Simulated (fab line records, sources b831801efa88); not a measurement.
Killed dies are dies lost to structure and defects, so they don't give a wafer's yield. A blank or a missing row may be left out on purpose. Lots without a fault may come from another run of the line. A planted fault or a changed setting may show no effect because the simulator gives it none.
Which tool did it? | flow sky130 | 11 lots, 33 wafers sampled, at 5 steps of a route of 708

WHAT THE GAUGES READ, wafer by wafer
SKY_LOCAL_INTERCONNECT_THK_MEAS_02: measures by xrf.
lot  | measured     | on            | LOCAL_INTERCONNECT_TIN_THK (nm)
L383 | day 29 20:56 | film_metro-03 | 100.2 99.6 99.9
L385 | day 31 02:05 | film_metro-04 | 100.1 98.3 98.3
L387 | day 31 08:32 | film_metro-04 | 100.7 100.2 100.3
L392 | day 32 06:32 | film_metro-03 | 101.0 99.8 99.8
L393 | day 32 17:45 | film_metro-04 | 98.6 99.8 99.1
L395 | day 33 04:35 | film_metro-01 | 100.9 100.2 100.2
L400 | day 35 04:22 | film_metro-04 | 101.5 100.1 101.4
L401 | day 35 05:42 | film_metro-04 | 99.8 100.9 100.7
L404 | day 36 06:02 | film_metro-03 | 100.4 100.2 100.0
L405 | day 36 11:47 | film_metro-04 | 100.0 100.3 99.5
L406 | day 36 13:22 | film_metro-04 | 100.0 100.1 101.3

SKY_CONTACT_RS_MEAS_25: measures by four-point-probe.
lot  | measured     | on            | CONTACT_W_RS (ohm/sq)
L383 | day 32 08:55 | film_metro-04 | 0.333 0.336 0.337
L385 | day 33 11:02 | film_metro-02 | 0.329 0.342 0.334
L387 | day 33 17:40 | film_metro-04 | 0.338 0.334 0.335
L392 | day 34 13:46 | film_metro-04 | 0.670 0.660 0.666
L393 | day 35 01:12 | film_metro-02 | 0.665 0.659 0.672
L395 | day 35 12:14 | film_metro-02 | 0.340 0.329 0.330
L400 | day 37 10:50 | film_metro-02 | 0.325 0.333 0.319
L401 | day 37 12:27 | film_metro-03 | 0.333 0.332 0.329
L404 | day 38 12:03 | film_metro-02 | 0.321 0.329 0.333
L405 | day 38 17:23 | film_metro-03 | 0.340 0.341 0.337
L406 | day 38 19:19 | film_metro-04 | 0.333 0.333 0.336

SKY_CONTACT_THK_MEAS_26: measures by xrf.
lot  | measured     | on            | CONTACT_W_THK (nm)
L383 | day 32 09:02 | film_metro-04 | 341 341 338
L385 | day 33 11:09 | film_metro-02 | 348 336 346
L387 | day 33 17:46 | film_metro-04 | 339 339 339
L392 | day 34 13:52 | film_metro-04 | 173 175 174
L393 | day 35 01:19 | film_metro-02 | 174 176 173
L395 | day 35 12:20 | film_metro-02 | 339 350 348
L400 | day 37 10:56 | film_metro-02 | 354 349 362
L401 | day 37 12:34 | film_metro-03 | 343 345 346
L404 | day 38 12:10 | film_metro-02 | 352 346 342
L405 | day 38 17:30 | film_metro-03 | 341 339 341
L406 | day 38 19:26 | film_metro-04 | 350 353 349

WHICH TOOL RAN EACH LOT (tool, then ch and the chambers of the sampled wafers, then the start)
lot  | SKY_CONTACT_SPUTTER_23       | SKY_CONTACT_CVD_24
L383 | pvd_sputter-03, day 32 08:44 | cvd_w-02 ch 1, day 32 08:49
L385 | pvd_sputter-02, day 33 10:50 | cvd_w-01 ch 0,1, day 33 10:55
L387 | pvd_sputter-02, day 33 17:28 | cvd_w-02 ch 0,1, day 33 17:32
L392 | pvd_sputter-04, day 34 13:34 | cvd_w-02 ch 0,1, day 34 13:40
L393 | pvd_sputter-02, day 35 01:02 | cvd_w-02 ch 0,1, day 35 01:05
L395 | pvd_sputter-02, day 35 12:02 | cvd_w-01 ch 0,1, day 35 12:06
L400 | pvd_sputter-02, day 37 10:37 | cvd_w-01 ch 0,1, day 37 10:43
L401 | pvd_sputter-02, day 37 12:16 | cvd_w-01 ch 0, day 37 12:19
L404 | pvd_sputter-04, day 38 11:52 | cvd_w-01 ch 0,1, day 38 11:55
L405 | pvd_sputter-03, day 38 17:08 | cvd_w-02 ch 0,1, day 38 17:16
L406 | pvd_sputter-03, day 38 19:08 | cvd_w-02 ch 0,1, day 38 19:11
- SKY_CONTACT_SPUTTER_23: material TiN, target thk 20 nm, time 80 s.
- SKY_CONTACT_CVD_24: deposits W, target thk 340 nm, time 102.12 s.

WHAT THE TOOLS THEMSELVES READ (means of the sampled wafers that have a number; where no wafer has one, the mark that the record gives instead)
SKY_CONTACT_SPUTTER_23.
lot  | tool           | chamber_pressure_pa (Pa) | throttle_valve_pct (%)
L383 | pvd_sputter-03 | 4.987                    | 31.7
L385 | pvd_sputter-02 | 5.003                    | 28.5
L387 | pvd_sputter-02 | 4.992                    | 29.7
L392 | pvd_sputter-04 | 5.001                    | 30.6
L393 | pvd_sputter-02 | 5.003                    | 29.0
L395 | pvd_sputter-02 | 4.996                    | 29.7
L400 | pvd_sputter-02 | 4.992                    | 29.9
L401 | pvd_sputter-02 | 4.994                    | 30.6
L404 | pvd_sputter-04 | 5.001                    | 29.6
L405 | pvd_sputter-03 | 4.994                    | 30.6
L406 | pvd_sputter-03 | 5.002                    | 30.8

SKY_CONTACT_CVD_24.
lot  | tool     | heater_power_outer_w (W) | heater_power_w (W)
L383 | cvd_w-02 | 535                      | 897
L385 | cvd_w-01 | 503                      | 845
L387 | cvd_w-02 | 585                      | 968
L392 | cvd_w-02 | 588                      | 972
L393 | cvd_w-02 | 583                      | 978
L395 | cvd_w-01 | 503                      | 849
L400 | cvd_w-01 | 512                      | 840
L401 | cvd_w-01 | 487                      | 842
L404 | cvd_w-01 | 501                      | 826
L405 | cvd_w-02 | 640                      | 1033
L406 | cvd_w-02 | 593                      | 960

THE ANSWER, worked out from the rows above alone
Rule: what is usual is taken from the lots themselves. Put in order of their means at a reading, lots are off if they are a third of the lots or fewer, leave a main group of 4 or more, and stand apart from it by a gap of 3 or more times the standard deviation of the main group's means; of several such gaps the widest counts. A main group whose means are all the same, to the digits that the tables above print for the reading, isn't used. A lot without any number at a reading at which 4 lots or more have one is off too. The other lots that the step has rows for count as sound. The gauges are gone through in route order, then the tools' own readings, and for those a lot's mean is taken as printed above. The first step at which some lot is off is used, and at that step the reading that is off furthest; a lot without a number counts as furthest.
Off: L392, L393, at SKY_CONTACT_RS_MEAS_25 (CONTACT_W_RS). The main group: mean 0.333 ohm/sq, standard deviation 0.004.
A tool fits if, at a process step before that reading, it ran every lot that is off, and no sound lot after the first of them. The gauges at SKY_CONTACT_RS_MEAS_25 are tried like those tools. None of those tried fits.

WHAT THE SIMULATOR HAD PUT IN
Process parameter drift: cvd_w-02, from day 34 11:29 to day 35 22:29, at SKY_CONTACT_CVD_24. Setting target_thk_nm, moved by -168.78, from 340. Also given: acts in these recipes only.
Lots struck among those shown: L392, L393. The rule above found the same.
